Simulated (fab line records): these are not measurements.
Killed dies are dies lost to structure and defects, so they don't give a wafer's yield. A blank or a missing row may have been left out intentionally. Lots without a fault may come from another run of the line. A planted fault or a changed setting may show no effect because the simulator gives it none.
fab line records + flow sky130
record
- lots=6
- wafers=18
- last_day=50
route steps=708 shown PWDE@54 NWELL@56 PAD_OPEN@708
lots that met no fault: from a run of the same line without faults
start_h: start of the lot's first displayed wafer, in hours after the record's first day + wait_h: hours since the lot's step before + " identical to the entry in the row above + L1.1+2: a row that stands for several wafers + - no value, or no start was given + * or withheld: withheld + < > ~ a bound
route shown NAME@n: NAME is a module with steps in the file, n the number in the route of the first one + usual: mean/standard deviation of fault-free wafers + same: alike in all rows + chamber/n: place in a boat + sites: each site's reading + _std_site: their standard deviation + _edge_site: mean of outer sites minus mean of inner sites + radius_mm: for every site, how far away it sits from the centre of the wafer + mask NAME#n: copy n + behind: the most recent tool/chamber to have shaped the wafer + hold: why the lot went on hold/how many hours it stayed there/how the hold came to an end + device: whichever transistor did not switch (one of n, p or np) + end of line: the route-end tests of the same wafers + a step given without rows: its recipe and nothing more + killed: at the first sort, the dies lost to defects and structure; wafer yield is something else + map: a wafer's dies, x killed, . not, _ none there
set.NAME: the setting as run; set.NAME@STEP: as run at that earlier step + model.NAME: the simulator's own value behind a step, which no gauge read
a table for each step, a row for each wafer; lots at some steps of the route
services: the hour from which a tool's chamber was out of use, counted from the record's first day as start_h (under 0 if before that day), plus the number of hours and why
## steps
# step SKY_PWDE_STRIP_09
# recipe
- chemistry=O2/N2
- power_w=1400
- pressure_mtorr=1500
- platen_temp_c=withheld
- o2_flow_sccm=3000
- n2_flow_sccm=300
- overash_fraction=0.5
# usual
- drypump_motor_current_A=5.8/0.3
- o2_flow_sccm=3000/9.4
- oes_product_au=0.723/0.004
- strip_time_to_endpoint_s=36.97/0.11
| lot.wafer | tool            | chamber | start_h | wait_h | drypump_motor_current_A | o2_flow_sccm | oes_product_au | rf_hours_counter_h | strip_time_to_endpoint_s |
|-----------|-----------------|---------|---------|--------|-------------------------|--------------|----------------|--------------------|--------------------------|
| L951.1    | plasma_asher-04 | 1       | 84.11   | 0.1    | 5.6                     | 2998         | 0.723          | 40                 | 37.07                    |
| L951.3    | "               | 1       | "       | "      | 5.6                     | 2990         | 0.726          | -                  | 37.08                    |
| L951.5    | "               | 0       | "       | "      | 6.2                     | 2996         | 0.723          | -                  | 37.03                    |
| L956.4    | plasma_asher-04 | 0       | 114.70  | 0.1    | 6.1                     | 2990         | 0.719          | -                  | 36.92                    |
| L956.5    | "               | 0       | "       | "      | 6.2                     | 2994         | 0.717          | -                  | 37.04                    |
| L956.6    | "               | 1       | "       | "      | 5.5                     | 3010         | 0.719          | -                  | 37.00                    |
| L967.1    | plasma_asher-03 | 1       | 179.76  | 0.1    | 5.4                     | 2990         | 0.722          | 50                 | 36.94                    |
| L967.3    | "               | 0       | "       | "      | 6.0                     | 2992         | 0.723          | -                  | 36.91                    |
| L967.4    | "               | 1       | "       | "      | 5.4                     | 3003         | 0.722          | -                  | 37.04                    |
| L968.2    | plasma_asher-01 | 0       | 185.64  | 0.1    | 6.1                     | 3013         | 0.724          | 6                  | 36.96                    |
| L968.3    | "               | 0       | "       | "      | 6.1                     | 3004         | 0.720          | -                  | 36.99                    |
| L968.6    | "               | 0       | "       | "      | 6.1                     | 2998         | 0.721          | -                  | 37.00                    |
| L969.1    | plasma_asher-04 | 0       | 189.06  | 0.1    | 6.1                     | 2994         | 0.721          | 51                 | 37.04                    |
| L969.3    | "               | 1       | "       | "      | 5.5                     | 2995         | 0.721          | -                  | 36.97                    |
| L969.6    | "               | 0       | "       | "      | 6.2                     | 2998         | 0.721          | -                  | 37.13                    |
| L970.2    | plasma_asher-01 | 1       | 198.81  | 0.1    | 5.6                     | 3006         | 0.729          | 7                  | 36.77                    |
| L970.3    | "               | 0       | "       | "      | 6.1                     | 2999         | 0.723          | -                  | 36.88                    |
| L970.4    | "               | 1       | "       | "      | 5.5                     | 2994         | 0.723          | -                  | 36.82                    |
# step SKY_PWDE_TW_MEAS_10
# usual
- PWDE_TW=377/3.3
| lot.wafer | tool          | chamber | start_h | wait_h | PWDE_TW |
|-----------|---------------|---------|---------|--------|---------|
| L951.1    | film_metro-04 | -       | 84.21   | 0.1    | 374     |
| L951.3    | "             | -       | "       | "      | 374     |
| L951.5    | "             | -       | "       | "      | 375     |
| L956.4    | film_metro-02 | -       | 114.79  | 0.1    | 380     |
| L956.5    | "             | -       | "       | "      | 382     |
| L956.6    | "             | -       | "       | "      | 379     |
| L967.1    | film_metro-03 | -       | 179.86  | 0.1    | 376     |
| L967.3    | "             | -       | "       | "      | 372     |
| L967.4    | "             | -       | "       | "      | 374     |
| L968.2    | film_metro-02 | -       | 185.75  | 0.1    | 379     |
| L968.3    | "             | -       | "       | "      | 379     |
| L968.6    | "             | -       | "       | "      | 379     |
| L969.1    | film_metro-03 | -       | 189.16  | 0.1    | 375     |
| L969.3    | "             | -       | "       | "      | 376     |
| L969.6    | "             | -       | "       | "      | 372     |
| L970.2    | film_metro-02 | -       | 198.92  | 0.1    | 380     |
| L970.3    | "             | -       | "       | "      | 381     |
| L970.4    | "             | -       | "       | "      | 381     |
# step SKY_NWELL_DEHYDRATE_03
# recipe
- temp_c=200
- time_s=60
# step SKY_NWELL_HMDS_04
# recipe
- prime_time_s=60
- prime_temp_c=120
# step SKY_NWELL_COAT_05
# recipe
- spin_rpm=2000
- resist_thk_nm=3000
# step SKY_NWELL_SOFTBAKE_06
# recipe
- temp_c=110
- time_s=withheld
# step SKY_NWELL_EXPOSE_07
# recipe
- mask_id=NWM
- na=0.6
- source_shape=conventional
- sigma_outer=0.6
- polarization=unpolarized
- target_cd_nm=840
- dose_mj=255
# step SKY_NWELL_PEB_08
# recipe
- temp_c=115
- time_s=withheld
# step SKY_NWELL_DEVELOP_09
# recipe
- wall_angle_deg=90
- developer=TMAH
- develop_time_s=60
- dev_temp_c=23
# step SKY_NWELL_OVL_MEAS_10
# usual
- NWELL_00_OVL=0.1/1.5
| lot.wafer | tool       | chamber | start_h | wait_h | NWELL_00_OVL[nm] |
|-----------|------------|---------|---------|--------|------------------|
| L951.1    | overlay-01 | -       | 102.29  | -      | 0.0              |
| L951.3    | "          | -       | "       | "      | -1.0             |
| L951.5    | "          | -       | "       | "      | -0.8             |
| L956.4    | overlay-02 | -       | 132.11  | -      | 0.2              |
| L956.5    | "          | -       | "       | "      | 1.8              |
| L956.6    | "          | -       | "       | "      | 1.2              |
| L967.1    | overlay-01 | -       | 201.64  | -      | -1.6             |
| L967.3    | "          | -       | "       | "      | -0.5             |
| L967.4    | "          | -       | "       | "      | -2.5             |
| L968.2    | overlay-02 | -       | 207.88  | -      | 2.2              |
| L968.3    | "          | -       | "       | "      | 4.3              |
| L968.6    | "          | -       | "       | "      | 3.4              |
| L969.1    | overlay-02 | -       | 210.65  | -      | -0.2             |
| L969.3    | "          | -       | "       | "      | 0.8              |
| L969.6    | "          | -       | "       | "      | 1.1              |
| L970.2    | overlay-02 | -       | 220.46  | -      | 1.7              |
| L970.3    | "          | -       | "       | "      | 1.8              |
| L970.4    | "          | -       | "       | "      | 1.7              |
# step SKY_NWELL_IMPLANT_11
# recipe
- species=P
- energy_kev=400
- dose_cm2=1.9e+13
- tilt_deg=withheld
# step SKY_NWELL_IMPLANT_12
# recipe
- species=P
- energy_kev=120
- dose_cm2=1.3e+12
- tilt_deg=withheld
# step SKY_NWELL_IMPLANT_13
# recipe
- species=P
- energy_kev=50
- dose_cm2=7e+11
- tilt_deg=withheld
# usual
- beam_energy_keV=50.003/0.016
- dose_ions_cm2=6.999e+11/6.8e+08
| lot.wafer | tool         | chamber | start_h | wait_h | beam_energy_keV | dose_ions_cm2 |
|-----------|--------------|---------|---------|--------|-----------------|---------------|
| L951.1    | implanter-03 | 0       | 102.63  | 0.1    | 49.970          | 6.997e+11     |
| L951.3    | "            | 0       | "       | "      | 50.018          | 6.995e+11     |
| L951.5    | "            | 0       | "       | "      | 50.034          | 6.996e+11     |
| L956.4    | implanter-04 | 0       | 132.50  | 0.1    | 49.982          | 6.995e+11     |
| L956.5    | "            | 0       | "       | "      | 50.008          | 7.008e+11     |
| L956.6    | "            | 0       | "       | "      | 49.990          | 7.004e+11     |
| L967.1    | implanter-03 | 0       | 201.98  | 0.1    | 49.985          | 7.175e+11     |
| L967.3    | "            | 0       | "       | "      | 49.986          | 7.166e+11     |
| L967.4    | "            | 0       | "       | "      | 49.998          | 7.169e+11     |
| L968.2    | implanter-03 | 0       | 208.25  | 0.1    | 50.015          | 7.179e+11     |
| L968.3    | "            | 0       | "       | "      | 50.014          | 7.155e+11     |
| L968.6    | "            | 0       | "       | "      | 49.999          | 7.163e+11     |
| L969.1    | implanter-01 | 0       | 210.99  | 0.1    | 50.014          | 7.002e+11     |
| L969.3    | "            | 0       | "       | "      | 49.992          | 6.991e+11     |
| L969.6    | "            | 0       | "       | "      | 49.973          | 6.998e+11     |
| L970.2    | implanter-01 | 0       | 220.81  | 0.1    | 50.045          | 6.992e+11     |
| L970.3    | "            | 0       | "       | "      | 50.032          | 6.999e+11     |
| L970.4    | "            | 0       | "       | "      | 50.012          | 6.993e+11     |
# step SKY_NWELL_STRIP_14
# recipe
- chemistry=O2/N2
- power_w=1400
- pressure_mtorr=1500
- platen_temp_c=withheld
- o2_flow_sccm=3000
- n2_flow_sccm=300
- overash_fraction=0.5
# usual
- drypump_motor_current_A=5.7/0.38
- o2_flow_sccm=2999/8.6
- oes_product_au=0.722/0.0049
- strip_time_to_endpoint_s=36.85/0.092
| lot.wafer | tool            | chamber | start_h | wait_h | drypump_motor_current_A | o2_flow_sccm | oes_product_au | rf_hours_counter_h | strip_time_to_endpoint_s |
|-----------|-----------------|---------|---------|--------|-------------------------|--------------|----------------|--------------------|--------------------------|
| L951.1    | plasma_asher-01 | 1       | 102.78  | 0.1    | 5.5                     | 3006         | 0.714          | 44                 | 36.89                    |
| L951.3    | "               | 1       | "       | "      | 5.6                     | 3005         | 0.715          | -                  | 36.83                    |
| L951.5    | "               | 1       | "       | "      | 5.5                     | 3002         | 0.722          | -                  | 36.83                    |
| L956.4    | plasma_asher-02 | 0       | 132.61  | 0.1    | 5.8                     | 2996         | 0.728          | -                  | 36.65                    |
| L956.5    | "               | 0       | "       | "      | 5.7                     | 3006         | 0.731          | -                  | 36.87                    |
| L956.6    | "               | 1       | "       | "      | 4.8                     | 3015         | 0.718          | -                  | 36.87                    |
| L967.1    | plasma_asher-02 | 0       | 202.13  | 0.1    | 5.8                     | 3003         | 0.719          | 37                 | 36.79                    |
| L967.3    | "               | 1       | "       | "      | 4.8                     | 3004         | 0.715          | -                  | 36.74                    |
| L967.4    | "               | 0       | "       | "      | 5.8                     | 2999         | 0.724          | -                  | 36.75                    |
| L968.2    | plasma_asher-03 | 0       | 208.38  | 0.1    | 6.0                     | 3007         | 0.729          | 52                 | 37.03                    |
| L968.3    | "               | 0       | "       | "      | 6.0                     | 2998         | 0.727          | -                  | 36.90                    |
| L968.6    | "               | 1       | "       | "      | 5.4                     | 3006         | 0.720          | -                  | 36.85                    |
| L969.1    | plasma_asher-02 | 1       | 211.14  | 0.1    | 4.8                     | 2995         | 0.724          | 37                 | 36.92                    |
| L969.3    | "               | 1       | "       | "      | 4.8                     | 2992         | 0.731          | -                  | 37.03                    |
| L969.6    | "               | 1       | "       | "      | 4.8                     | 3008         | 0.722          | -                  | 36.88                    |
| L970.2    | plasma_asher-01 | 0       | 220.94  | 0.1    | 6.1                     | 3014         | 0.723          | 9                  | 36.82                    |
| L970.3    | "               | 1       | "       | "      | 5.6                     | 3005         | 0.722          | -                  | 36.82                    |
| L970.4    | "               | 0       | "       | "      | 6.2                     | 3011         | 0.714          | -                  | 36.79                    |
# step SKY_PAD_OPEN_PROBE_99
# usual
- killed_at_M0_to_M3=44/7.3
- killed_at_M4_up=3.1/1.6
- killed_at_contacts=24/5.4
- killed_at_front_end=15/4
- killed_at_other=0.2/0.49
- killed_dies=86/10
- killed_on_rim=17/3.7
- killed_open=48/7.3
- killed_short=38/6.3
# same
- gross_dies=492
- killed_at_back_side=0
| lot.wafer | tool      | chamber | start_h | wait_h | killed_at_M0_to_M3 | killed_at_M4_up | killed_at_contacts | killed_at_front_end | killed_at_other | killed_dies | killed_on_rim | killed_open | killed_short |
|-----------|-----------|---------|---------|--------|--------------------|-----------------|--------------------|---------------------|-----------------|-------------|---------------|-------------|--------------|
| L951.1    | prober-01 | -       | 1091.54 | 0.1    | 54                 | 2               | 20                 | 15                  | 0               | 91          | 20            | 45          | 46           |
| L951.3    | prober-01 | -       | 1091.64 | 0.2    | 45                 | 0               | 27                 | 26                  | 0               | 98          | 19            | 57          | 41           |
| L951.5    | prober-01 | -       | 1091.74 | 0.2    | 37                 | 4               | 27                 | 20                  | 1               | 89          | 21            | 57          | 32           |
| L956.4    | prober-02 | -       | 1121.22 | 0.2    | 46                 | 4               | 21                 | 14                  | 0               | 85          | 11            | 52          | 33           |
| L956.5    | prober-02 | -       | 1121.27 | 0.2    | 42                 | 2               | 29                 | 13                  | 0               | 86          | 20            | 48          | 38           |
| L956.6    | prober-02 | -       | 1121.32 | 0.2    | 38                 | 2               | 22                 | 11                  | 0               | 73          | 13            | 43          | 30           |
| L967.1    | prober-01 | -       | 1185.80 | 0.1    | 54                 | 9               | 23                 | 21                  | 0               | 107         | 20            | 57          | 50           |
| L967.3    | prober-01 | -       | 1185.90 | 0.2    | 43                 | 4               | 14                 | 15                  | 1               | 77          | 12            | 33          | 44           |
| L967.4    | prober-01 | -       | 1185.95 | 0.2    | 25                 | 2               | 33                 | 16                  | 1               | 77          | 16            | 44          | 33           |
| L968.2    | prober-01 | -       | 1187.63 | 0.1    | 51                 | 3               | 36                 | 17                  | 1               | 108         | 24            | 61          | 47           |
| L968.3    | prober-01 | -       | 1187.68 | 0.2    | 46                 | 5               | 24                 | 9                   | 0               | 84          | 16            | 49          | 35           |
| L968.6    | prober-01 | -       | 1187.83 | 0.2    | 57                 | 1               | 19                 | 15                  | 0               | 92          | 23            | 41          | 51           |
| L969.1    | prober-02 | -       | 1192.05 | 0.1    | 53                 | 1               | 24                 | 11                  | 0               | 89          | 14            | 51          | 38           |
| L969.3    | prober-02 | -       | 1192.15 | 0.2    | 45                 | 2               | 29                 | 22                  | 1               | 99          | 20            | 56          | 43           |
| L969.6    | prober-02 | -       | 1192.30 | 0.2    | 35                 | 3               | 28                 | 12                  | 1               | 79          | 10            | 46          | 33           |
| L970.2    | prober-02 | -       | 1197.67 | 0.1    | 32                 | 6               | 34                 | 17                  | 0               | 89          | 15            | 52          | 37           |
| L970.3    | prober-02 | -       | 1197.72 | 0.2    | 60                 | 2               | 24                 | 12                  | 0               | 98          | 16            | 52          | 46           |
| L970.4    | prober-02 | -       | 1197.77 | 0.2    | 50                 | 5               | 35                 | 12                  | 0               | 102         | 20            | 66          | 36           |
# killed by level:class
L951.1 VIA3:geometric_particle:open=10 VIA1:geometric_particle:open=8 METAL1:geometric_particle:short=8 METAL2:geometric_particle:short=7 VIA2:geometric_particle:open=7 LOCAL_INTERCONNECT:geometric_particle:short=6 CONTACT:geometric_particle:short=6 FIELD_ISO:geometric_particle:open=5
L951.3 VIA1:geometric_particle:open=13 CONTACT:geometric_particle:open=9 FIELD_ISO:geometric_particle:open=7 VIA1:geometric_particle:short=7 LI_CONTACT:geometric_particle:open=6 CONTACT:geometric_particle:short=6 METAL1:geometric_particle:short=6 VIA3:geometric_particle:open=6
L951.5 CONTACT:geometric_particle:open=10 VIA3:geometric_particle:open=9 LI_CONTACT:geometric_particle:open=8 VIA1:geometric_particle:open=8 CONTACT:geometric_particle:short=6 VIA2:geometric_particle:open=5 FIELD_ISO:geometric_particle:open=5 FIELD_ISO:geometric_particle:short=5
L956.4 VIA1:geometric_particle:open=15 CONTACT:geometric_particle:open=12 VIA3:geometric_particle:open=7 VIA1:geometric_particle:short=6 CONTACT:geometric_particle:short=4 METAL1:geometric_particle:short=4 VIA2:geometric_particle:open=4 FIELD_ISO:geometric_particle:short=3
L956.5 VIA1:geometric_particle:open=15 LI_CONTACT:geometric_particle:open=8 CONTACT:geometric_particle:short=8 CONTACT:geometric_particle:open=6 LOCAL_INTERCONNECT:geometric_particle:short=5 VIA3:geometric_particle:open=5 METAL1:geometric_particle:short=4 VIA2:geometric_particle:open=4
L956.6 VIA1:geometric_particle:open=10 LI_CONTACT:geometric_particle:open=8 CONTACT:geometric_particle:short=6 VIA2:geometric_particle:open=5 POLY_GATE:geometric_particle:open=4 CONTACT:geometric_particle:open=4 VIA3:geometric_particle:open=4 METAL3:geometric_particle:short=4
L967.1 VIA1:geometric_particle:open=15 VIA2:geometric_particle:open=8 LI_CONTACT:geometric_particle:open=7 METAL4:geometric_particle:short=7 FIELD_ISO:geometric_particle:short=6 CONTACT:geometric_particle:open=6 METAL3:geometric_particle:short=5 VIA3:geometric_particle:open=5
L967.3 VIA1:geometric_particle:open=9 VIA1:geometric_particle:short=7 METAL1:geometric_particle:short=7 VIA3:geometric_particle:short=6 METAL3:geometric_particle:short=6 FIELD_ISO:geometric_particle:open=5 CONTACT:geometric_particle:open=5 POLY_GATE:geometric_particle:short=4
L967.4 LI_CONTACT:geometric_particle:open=12 VIA1:geometric_particle:open=9 LOCAL_INTERCONNECT:geometric_particle:short=6 FIELD_ISO:geometric_particle:short=5 CONTACT:geometric_particle:open=5 CONTACT:geometric_particle:short=4 METAL2:geometric_particle:short=4 VIA2:geometric_particle:open=4
L968.2 VIA1:geometric_particle:open=12 LI_CONTACT:geometric_particle:open=9 CONTACT:geometric_particle:open=9 VIA3:geometric_particle:open=8 FIELD_ISO:geometric_particle:open=7 VIA2:geometric_particle:open=7 METAL2:geometric_particle:short=7 LOCAL_INTERCONNECT:geometric_particle:short=6
L968.3 VIA1:geometric_particle:open=13 CONTACT:geometric_particle:open=10 VIA2:geometric_particle:open=7 LI_CONTACT:geometric_particle:open=6 VIA3:geometric_particle:open=6 METAL2:geometric_particle:short=5 LI_CONTACT:geometric_particle:short=5 METAL4:geometric_particle:short=5
L968.6 VIA1:geometric_particle:open=12 METAL2:geometric_particle:short=11 FIELD_ISO:geometric_particle:short=8 CONTACT:geometric_particle:open=7 VIA2:geometric_particle:open=7 CONTACT:geometric_particle:short=5 VIA3:geometric_particle:open=5 METAL1:geometric_particle:short=4
L969.1 VIA1:geometric_particle:open=18 CONTACT:geometric_particle:open=10 VIA2:geometric_particle:open=8 METAL1:geometric_particle:short=6 CONTACT:geometric_particle:short=5 VIA2:geometric_particle:short=4 VIA3:geometric_particle:open=4 VIA3:geometric_particle:short=4
L969.3 CONTACT:geometric_particle:open=13 VIA1:geometric_particle:open=12 FIELD_ISO:geometric_particle:open=7 POLY_GATE:geometric_particle:short=6 VIA1:geometric_particle:short=6 CONTACT:geometric_particle:short=5 VIA2:geometric_particle:open=5 VIA3:geometric_particle:open=5
L969.6 CONTACT:geometric_particle:open=12 VIA3:geometric_particle:open=10 VIA1:geometric_particle:open=8 CONTACT:geometric_particle:short=7 FIELD_ISO:geometric_particle:open=5 VIA1:geometric_particle:short=4 LOCAL_INTERCONNECT:geometric_particle:short=3 METAL1:geometric_particle:short=3
L970.2 CONTACT:geometric_particle:open=15 LI_CONTACT:geometric_particle:open=10 METAL1:geometric_particle:short=7 VIA1:geometric_particle:open=7 VIA2:geometric_particle:open=6 POLY_GATE:geometric_particle:open=5 LOCAL_INTERCONNECT:geometric_particle:short=5 METAL4:geometric_particle:short=5
L970.3 VIA1:geometric_particle:open=15 CONTACT:geometric_particle:open=11 VIA1:geometric_particle:short=9 METAL1:geometric_particle:short=7 VIA2:geometric_particle:open=6 METAL2:geometric_particle:short=6 POLY_GATE:geometric_particle:short=4 LI_CONTACT:geometric_particle:short=4
L970.4 CONTACT:geometric_particle:open=17 VIA1:geometric_particle:open=15 LI_CONTACT:geometric_particle:open=13 VIA2:geometric_particle:open=7 VIA1:geometric_particle:short=6 VIA3:geometric_particle:open=6 POLY_GATE:geometric_particle:short=4 METAL1:geometric_particle:short=4
## services
| tool            | chamber | start_h | hours | kind       |
|-----------------|---------|---------|-------|------------|
| implanter-01    | -       | 94.24   | 0.9   | repair     |
| implanter-04    | -       | 99.23   | 5.5   | repair     |
| plasma_asher-01 | -       | 108.75  | 9.0   | pm         |
| plasma_asher-01 | 0       | 108.75  | 9.0   | vent_cycle |
| plasma_asher-01 | 1       | 108.75  | 9.0   | vent_cycle |
| plasma_asher-01 | 0       | 117.75  | -     | clean      |
| plasma_asher-01 | 1       | 117.75  | -     | clean      |
| implanter-01    | -       | 126.41  | 1.6   | repair     |
| plasma_asher-01 | -       | 127.13  | 7.5   | pm         |
| implanter-01    | -       | 167.87  | 1.3   | repair     |
| plasma_asher-02 | -       | 170.31  | 2.8   | pm         |
| implanter-04    | -       | 206.14  | 3.6   | pm         |
## key
first_sign
- step=SKY_NWELL_IMPLANT_13
- reading=dose_ions_cm2
- direction=up
- sigmas=25
- usual=*
- struck=*
effect none on later readings
met_at SKY_NWELL_IMPLANT_13
struck_wafers L967.1,L967.3,L967.4,L968.2,L968.3,L968.6
tester_left_out L967,L968
onset_between 102.63 201.98
fault
- kind=process_parameter_drift
- tool=implanter-03
- chamber=-
- onset_h=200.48
- steps=SKY_NWELL_IMPLANT_13
- channel=dose_cm2
- offset=*
- shape=step
- end_h=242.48
- acts_in=*
- stated=*
# tester_left_out: of these lots the tester's yield and bins aren't shown, on N5 and GAA mostly nor the transistor test; their killed dies are dies lost to structure and defects alone, not to doping, threshold or leakage, so they don't give the yield
